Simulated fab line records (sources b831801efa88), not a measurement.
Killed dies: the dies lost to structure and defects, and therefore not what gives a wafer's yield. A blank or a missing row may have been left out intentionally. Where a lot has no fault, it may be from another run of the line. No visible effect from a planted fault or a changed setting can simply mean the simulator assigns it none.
Which tool was responsible? / flow sky130 / Sampling: 6 lots, 18 wafers, 2 of 708 route steps

== WHAT EACH GAUGE READ, for each wafer ==
SKY_FIELD_ISO_THK_MEAS_04.
lot=L318; measured=day 1 18:33; on=film-metro-03; FIELD_ISO_CVD_03_THK (nm)=166.6 165.1 166.7
lot=L321; measured=day 2 11:18; on=film-metro-04; FIELD_ISO_CVD_03_THK (nm)=165.3 166.2 165.1
lot=L324; measured=day 3 02:37; on=film-metro-03; FIELD_ISO_CVD_03_THK (nm)=165.9 166.8 167.5
lot=L326; measured=day 3 11:04; on=film-metro-02; FIELD_ISO_CVD_03_THK (nm)=169.0 167.2 169.0
lot=L333; measured=day 5 00:35; on=film-metro-04; FIELD_ISO_CVD_03_THK (nm)=165.6 165.0 160.5
lot=L335; measured=day 5 07:41; on=film-metro-02; FIELD_ISO_CVD_03_THK (nm)=164.3 163.5 162.7

== WHICH TOOL RAN EACH LOT (tool, then ch and the chambers of the sampled wafers, then the start) ==
lot=L318; SKY_FIELD_ISO_CVD_03=lpcvd-02 ch 0, day 1 16:45
lot=L321; SKY_FIELD_ISO_CVD_03=lpcvd-02 ch 1, day 2 09:29
lot=L324; SKY_FIELD_ISO_CVD_03=lpcvd-02 ch 0, day 3 00:49
lot=L326; SKY_FIELD_ISO_CVD_03=lpcvd-02 ch 1, day 3 09:16
lot=L333; SKY_FIELD_ISO_CVD_03=lpcvd-02 ch 1, day 4 22:49
lot=L335; SKY_FIELD_ISO_CVD_03=lpcvd-02 ch 1, day 5 05:52
- SKY_FIELD_ISO_CVD_03: deposits Si3N4 from DCS/NH3, target thk 165 nm, time 2830 s.

== THE ANSWER, worked out from the rows above alone ==
Rule: the usual values come from the lots themselves. Put in order of their means at a reading, lots are off if they are a third of the lots or fewer, leave a main group of 4 or more, and stand apart from it by a gap of 3 or more times the standard deviation of the main group's means; of several such gaps the widest counts. If all means in a main group match to the digits the tables above print for the reading, that group is not used. Also off: a lot with no number at a reading for which 4 or more lots have one. Any other lot the step has rows for is counted as sound.
None of the lots is off at any reading shown; this tells nothing.

== WHAT THE SIMULATOR HAD PUT IN ==
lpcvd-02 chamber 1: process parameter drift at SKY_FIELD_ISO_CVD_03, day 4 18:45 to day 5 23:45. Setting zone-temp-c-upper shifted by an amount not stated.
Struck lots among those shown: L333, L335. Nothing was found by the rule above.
